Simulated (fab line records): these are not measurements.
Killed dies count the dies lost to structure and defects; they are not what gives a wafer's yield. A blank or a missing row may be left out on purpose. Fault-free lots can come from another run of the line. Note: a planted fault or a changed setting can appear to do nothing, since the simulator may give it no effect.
Comparing a struck lot with a sound one :: flow sky130 :: 15 steps out of a route of 708
Sound: the wafers L685.2, L685.3, L685.6. Struck: wafer L677.6 (L677.2, L677.3, from the same lot, were not struck and are left out); the cause is given at the end.
Order at every step that has rows: each side's tool, ch and its chambers, its first start. Under that, the readings that differ: sound wafers :: struck wafers :: difference of the means :: sigmas: that difference in standard deviations of wafers without a fault.
alike: words and numbers the same on both sides, and readings whose means are apart by under 2 such deviations; not compared: readings that were withheld, readings missing a value for some wafer, numbers with overlapping values and no deviation given by the record, and bounds like >300 which may hide the same value.
The two part at a step that has a row with sigmas, a row that says differs or no value, or rows on one side only. Numbers that have no deviation but don't overlap get no sigmas and don't part them. A reading that every wafer of one side lacks parts them only if that side has two wafers or more.

first, 7 steps without rows for these wafers: SKY_LDD_N_IMPLANT_09; SKY_LDD_N_IMPLANT_10; SKY_LDD_N_IMPLANT_11; SKY_LDD_N_IMPLANT_12; SKY_LDD_N_IMPLANT_13; SKY_LDD_N_IMPLANT_14; SKY_LDD_N_IMPLANT_15.
SKY_LDD_N_STRIP_16: strips in O2/N2.
  sound on plasmaAsher-02 ch 0,1, day 25 02:58; struck on plasmaAsher-01 ch 0, day 22 03:52
  alike: drypumpMotorCurrentA, oesProductAu, stripTimeToEndpointS
  not compared: rfHoursCounterH
SKY_LDD_N_TW_MEAS_17:
  sound: filmMetro-04 at day 25 03:05; struck: filmMetro-04 at day 22 03:58
  alike: LDD_N_TW
then, 3 steps without rows for these wafers: SKY_LDD_P_DEHYDRATE_00 (time 60 s); SKY_LDD_P_HMDS_01 (prime time 60 s); SKY_LDD_P_COAT_02 (resist thk 1140 nm).
SKY_LDD_P_SOFTBAKE_03: time 60 s.
  sound on lithoTrack-02 ch 0, day 25 17:46; struck on lithoTrack-01 ch 0, day 22 18:44
reading: heaterPowerTotalW (W)
sound: 56.60 56.61 56.58
struck: 59.29
difference: +2.69
sigmas: +59

reading: runLengthS (s)
sound: 89.16 89.11 89.36
struck: 81.46
difference: -7.75
sigmas: -46
then, 1 step without rows for these wafers: SKY_LDD_P_EXPOSE_04 (exposes mask PSDM, target cd 380 nm).
-- a jump in the record: the struck wafers' starts before and after are 26 days apart (it breaks off in module LDD_P and resumes in module PAD_OPEN, where the first step shown is number 708 of the route) --
SKY_PAD_OPEN_PROBE_99:
  sound: prober-01 at day 50 09:21; struck: prober-01 at day 48 19:42
reading: killed_at_M0_to_M3
sound: 32 26 47
struck: 52
difference: +17
sigmas: +2
  alike: killed_at_M4_up, killedAtContacts, killedAtFrontEnd, killedAtOther, killedDies, killedOpen, killedShort

== WHERE THEY PART ==
At SKY_LDD_P_SOFTBAKE_03 first; at SKY_PAD_OPEN_PROBE_99 last (within this record only).

WHY: what had been put in by the simulator
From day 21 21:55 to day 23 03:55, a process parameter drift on lithoTrack-01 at SKY_LDD_P_SOFTBAKE_03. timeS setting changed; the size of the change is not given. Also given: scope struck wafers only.
